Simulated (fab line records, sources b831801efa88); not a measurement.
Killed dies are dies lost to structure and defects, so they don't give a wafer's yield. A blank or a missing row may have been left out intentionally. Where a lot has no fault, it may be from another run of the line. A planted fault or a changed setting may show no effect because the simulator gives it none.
Check of tool commonality | flow sky130 | 13 lots, 39 wafers sampled

== WHAT PROMPTED THE OPENING ==
Of 13 lots, 1 have the reading POLY_GATE_CVD_00_THK flagged at SKY_POLY_GATE_THK_MEAS_01. Fault-free wafers read 180.3 nm, with a standard deviation of 1.3.
Rule: a lot is flagged when every wafer of it that has a number lies more than 4 standard deviations from that mean, or none has a number. All remaining lots are regarded as sound.

lot  | measured     | on            | POLY_GATE_CVD_00_THK (nm), wafer by wafer | flag
L587 | day 14 04:37 | film-metro-03 | 179.4 180.2 181.2                         |
L588 | day 14 08:53 | film-metro-03 | 180.9 180.3 181.6                         |
L589 | day 14 18:01 | film-metro-04 | 180.4 181.4 179.8                         |
L591 | day 16 02:47 | film-metro-02 | 180.9 179.2 180.9                         |
L592 | day 16 02:47 | film-metro-03 | 178.8 179.7 177.6                         |
L593 | day 16 02:49 | film-metro-04 | 179.8 179.6 178.5                         |
L594 | day 17 07:41 | film-metro-02 | 181.0 180.8 179.9                         |
L595 | day 17 15:23 | film-metro-04 | 180.0 178.7 178.9                         |
L596 | day 17 15:23 | film-metro-02 | 181.8 180.3 181.2                         |
L597 | day 18 01:25 | film-metro-03 | 182.4 182.8 183.2                         |
L598 | day 18 12:07 | film-metro-02 | 180.3 181.7 179.9                         |
L599 | day 18 22:00 | film-metro-03 | 181.6 181.0 179.5                         |
L603 | day 19 23:31 | film-metro-02 | 235.6 234.3 234.3                         | FLAGGED
Average over the flagged lots: 234.7 nm; offset from the usual +54.4 nm, equal to +42 standard deviations.

== TOOL THAT RAN EACH LOT ==
2 process steps preceding the reading are held in the record, out of 708 steps in the route. Each cell gives the tool, then ch followed by the chambers the sampled wafers passed through, then the start.
lot  | flag    | SKY_NWELL_STRIP_25                  | SKY_POLY_GATE_CVD_00
L587 |         | plasma-asher-02 ch 0,1, day 5 10:15 | lpcvd-01 ch 0, day 14 03:25
L588 |         | plasma-asher-04 ch 0,1, day 5 14:50 | lpcvd-01 ch 0, day 14 07:41
L589 |         | plasma-asher-04 ch 0,1, day 5 19:30 | lpcvd-01 ch 0, day 14 16:49
L591 |         | plasma-asher-04 ch 0,1, day 6 10:38 | lpcvd-01 ch 1, day 16 00:59
L592 |         | plasma-asher-01 ch 0,1, day 6 16:36 | lpcvd-01 ch 1, day 16 00:59
L593 |         | plasma-asher-01 ch 0,1, day 6 19:08 | lpcvd-01 ch 0, day 16 00:59
L594 |         | plasma-asher-01 ch 0,1, day 7 05:37 | lpcvd-01 ch 1, day 17 06:28
L595 |         | plasma-asher-04 ch 0,1, day 7 08:31 | lpcvd-01 ch 0, day 17 14:11
L596 |         | plasma-asher-04 ch 0,1, day 7 13:25 | lpcvd-01 ch 0, day 17 14:11
L597 |         | plasma-asher-04 ch 0,1, day 7 20:37 | lpcvd-01 ch 1, day 18 00:13
L598 |         | plasma-asher-01 ch 0,1, day 8 03:13 | lpcvd-01 ch 1, day 18 10:55
L599 |         | plasma-asher-01 ch 1, day 8 10:03   | lpcvd-01 ch 0, day 18 20:48
L603 | FLAGGED | plasma-asher-02 ch 0,1, day 9 10:49 | lpcvd-01 ch 0, day 19 22:17
These steps, and what they do:
- SKY_NWELL_STRIP_25: strips in O2/N2.
- SKY_POLY_GATE_CVD_00: deposits poly-Si, target thk 180 nm, time 720 s.
- SKY_POLY_GATE_THK_MEAS_01

== FLAGGED AGAINST TOTAL, ONE TOOL AT A TIME (gauges that did the reading follow at the end) ==
step                      | tool            | lots run | flagged | share of the flagged lots | sound lots run after its first flagged lot
SKY_NWELL_STRIP_25        | plasma-asher-01 | 5        | 0       | none                      | -
SKY_NWELL_STRIP_25        | plasma-asher-02 | 2        | 1       | all                       | 0
SKY_NWELL_STRIP_25        | plasma-asher-04 | 6        | 0       | none                      | -
SKY_POLY_GATE_CVD_00      | lpcvd-01        | 13       | 1       | all                       | 0
SKY_POLY_GATE_THK_MEAS_01 | film-metro-02   | 5        | 1       | all                       | 0
SKY_POLY_GATE_THK_MEAS_01 | film-metro-03   | 5        | 0       | none                      | -
SKY_POLY_GATE_THK_MEAS_01 | film-metro-04   | 3        | 0       | none                      | -

== THE TABLE: WHAT IT ALLOWS ==
In the table, 3 rows ran each flagged lot (plasma-asher-02 at SKY_NWELL_STRIP_25; lpcvd-01 at SKY_POLY_GATE_CVD_00; film-metro-02 at SKY_POLY_GATE_THK_MEAS_01).
- plasma-asher-02 at SKY_NWELL_STRIP_25 ran 2 lots, 1 of them flagged. It ran its last sound lot, L587, at day 5 10:15 and its first flagged lot, L603, at day 9 10:49: a fault with its onset between the two fits.
- lpcvd-01 at SKY_POLY_GATE_CVD_00 ran 13 lots, 1 of them flagged. It ran its last sound lot, L599, at day 18 20:48 and its first flagged lot, L603, at day 19 22:17: a fault with its onset between the two fits.
- film-metro-02 at SKY_POLY_GATE_THK_MEAS_01 ran 5 lots, 1 of them flagged. It ran its last sound lot, L598, at day 18 12:07 and its first flagged lot, L603, at day 19 23:31: a fault with its onset between the two fits.
A lot count leaves these 3 tools indistinguishable: every one of them fits a fault beginning at some hour. More lots, or a look at what each step does to the wafer, might.

== WHAT THE SIMULATOR PUT IN ==
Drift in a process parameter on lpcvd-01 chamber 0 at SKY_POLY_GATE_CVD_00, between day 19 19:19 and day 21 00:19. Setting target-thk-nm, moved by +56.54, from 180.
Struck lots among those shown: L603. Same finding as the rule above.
